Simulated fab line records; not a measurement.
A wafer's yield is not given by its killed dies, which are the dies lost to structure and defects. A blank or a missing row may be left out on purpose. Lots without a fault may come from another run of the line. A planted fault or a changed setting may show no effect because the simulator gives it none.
A struck lot beside a sound one | flow sky130 | 22 out of 708 route steps
Sound: these wafers, L384.1, L384.5, L384.6. Struck: wafers L392.1, L392.3, L392.5. Last of all comes the cause.
Each step with rows lists, per side, the tool, then ch with its chambers, then its first start. Under that, the readings that differ: sound wafers | struck wafers | difference of the means | sigmas: that difference in standard deviations of wafers without a fault.
alike: readings with means less than 2 such deviations apart, plus words and numbers identical on both sides. not compared: withheld readings, readings lacking a value on some wafer, bounds such as >300 that could conceal the same value, and numbers that have no deviation in the record and whose values overlap.
Wherever a step has rows on one side only, a row that says differs or no value, or a row with sigmas, the two part there. When numbers do not overlap yet have no deviation, they are printed without sigmas and do not part them. A reading missing from all wafers of one side parts the sides only when that side holds two or more wafers.

first, 8 steps without rows for these wafers: SKY_DNWELL_DEHYDRATE_00 (time 60 s); SKY_DNWELL_HMDS_01 (prime time 60 s); SKY_DNWELL_COAT_02 (resist thk 3000 nm); SKY_DNWELL_SOFTBAKE_03; SKY_DNWELL_EXPOSE_04 (exposes mask DNM, target cd 3000 nm); SKY_DNWELL_PEB_05; SKY_DNWELL_DEVELOP_06 (develop time 60 s); SKY_DNWELL_IMPLANT_07.
SKY_DNWELL_STRIP_08: strips in O2/N2.
  sound on plasma asher-03 ch 0,1, day 3 17:46; struck on plasma asher-04 ch 0,1, day 5 10:47
  alike: chamber pressure mTorr, drypump motor current A, oes product au, strip time to endpoint s
  not compared: rf hours counter h
SKY_DNWELL_TW_MEAS_09:
  sound on film metro-02, day 3 17:52; struck on film metro-03, day 5 10:53
  alike: DNWELL_TW
then, 2 steps without rows for these wafers: SKY_PWDE_DEHYDRATE_00 (time 60 s); SKY_PWDE_HMDS_01 (prime time 60 s).
SKY_PWDE_COAT_02: resist thk 3000 nm.
  sound on litho track-03 ch 0, day 4 01:10; struck on litho track-03 ch 0, day 5 19:19
  reading                                | sound          | struck         | difference | sigmas
  model.coat_of_PWDE_COAT_02.thk nm (nm) | 3008 3005 2997 | 2779 2791 2784 | -219       |
then, 3 steps without rows for these wafers: SKY_PWDE_SOFTBAKE_03; SKY_PWDE_EXPOSE_04 (exposes mask PWDEM, target cd 840 nm); SKY_PWDE_PEB_05.
SKY_PWDE_DEVELOP_06: develop time 60 s.
  sound on litho track-04 ch 0; struck on litho track-01 ch 0
  reading                                | sound          | struck         | difference | sigmas
  model.coat_of_PWDE_COAT_02.thk nm (nm) | 3004 3000 2993 | 2774 2786 2780 | -219       |
SKY_PWDE_OVL_MEAS_07:
  sound on overlay-02, day 4 10:01; struck on overlay-01, day 6 04:46
  alike: PWDE_OVL
following that, these wafers have no rows for 1 step: SKY_PWDE_IMPLANT_08.
SKY_PWDE_STRIP_09: strips in O2/N2.
  sound on plasma asher-01 ch 0,1, day 4 10:12; struck on plasma asher-03 ch 0,1, day 6 04:56
  reading                      | sound             | struck            | difference | sigmas
  strip time to endpoint s (s) | 37.02 36.96 36.87 | 34.37 34.52 34.42 | -2.51      | -25
  alike: chamber pressure mTorr, drypump motor current A, oes product au
  not compared: rf hours counter h
SKY_PWDE_TW_MEAS_10:
  sound on film metro-04, day 4 10:18; struck on film metro-02, day 6 05:02
  alike: PWDE_TW
-- the record jumps here: 42 days lie between the struck wafers' starts before and after (it left off in module PWDE and takes up again in module PAD_OPEN, whose first step shown is number 708 of the route) --
SKY_PAD_OPEN_PROBE_99:
  sound on prober-01, day 46 06:29; struck on prober-01, day 48 07:32
  reading                                   | sound             | struck          | difference | sigmas
  model.etest.res_p_drift_20v.width nm (nm) | 839.3 839.4 841.1 | 856 851.2 849.6 | +12        |
  alike: killed_at_M0_to_M3, killed_at_M4_up, killed at contacts, killed at front end, killed at other, killed dies, killed open, killed short

WHERE THEY PART
Only at SKY_PWDE_STRIP_09, as far as this record shows. Later steps at which nothing parts them and some readings are alike: SKY_PWDE_TW_MEAS_10, SKY_PAD_OPEN_PROBE_99.

WHY: whatever the simulator had introduced
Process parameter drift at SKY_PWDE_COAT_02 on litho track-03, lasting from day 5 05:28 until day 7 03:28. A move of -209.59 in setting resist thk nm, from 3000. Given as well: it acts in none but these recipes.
